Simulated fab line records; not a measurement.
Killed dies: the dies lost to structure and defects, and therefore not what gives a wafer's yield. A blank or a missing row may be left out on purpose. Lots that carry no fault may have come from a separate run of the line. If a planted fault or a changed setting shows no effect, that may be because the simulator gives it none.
Chamber matching + flow gf180mcu + cmp-01 running GF_V1_CMP_04: 4 sister chambers
The step polishes SiO2. 4 wafers are shown with their chamber, then 7 later ones without.

== WAFERS WITH THEIR CHAMBER ==
| wafer  | chamber | motor_current_A (A) |
|--------|---------|---------------------|
| L600.1 | 3       | 13.2                |
| L601.6 | 0       | 11.1                |
| L604.2 | 2       | 13.8                |
| L604.3 | 1       | 11.1                |

== WAFERS WITH NO CHAMBER GIVEN ==
| wafer  | motor_current_A (A) |
|--------|---------------------|
| L604.4 | 11.6                |
| L606.3 | 13.3                |
| L606.4 | 11.2                |
| L606.6 | 13.1                |
| L607.2 | 14.0                |
| L607.3 | 13.9                |
| L607.6 | 11.6                |

== CHAMBER TAKEN BY EACH ==
| wafer  | from the rows above     | in truth                   |
|--------|-------------------------|----------------------------|
| L604.4 | can't be placed: 0 or 1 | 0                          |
| L606.3 | can't be placed: 3 or 2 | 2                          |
| L606.4 | can't be placed: 0 or 1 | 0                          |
| L606.6 | 3                       | 3                          |
| L607.2 | 2                       | 2                          |
| L607.3 | 2                       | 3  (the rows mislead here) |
| L607.6 | can't be placed: 0 or 1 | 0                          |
Correctly placed: 2 of 7. Can't be placed from these rows: 4 (the true chamber is among the candidates in 4). Placed wrongly: 1.
How it was worked out, from the rows above alone: a wafer's distance from a chamber is the root of the sum, over the readings, of the square of ((its reading less the chamber's mean) divided by the reading's scatter). The wafer belongs to the nearest chamber; if the next one is less than 2 further off, it can't be placed. The mean given for a chamber averages the wafers shown for that chamber. The scatter: root of mean squared gap, hidden wafer to nearest shown wafer, with one shown wafer a chamber.
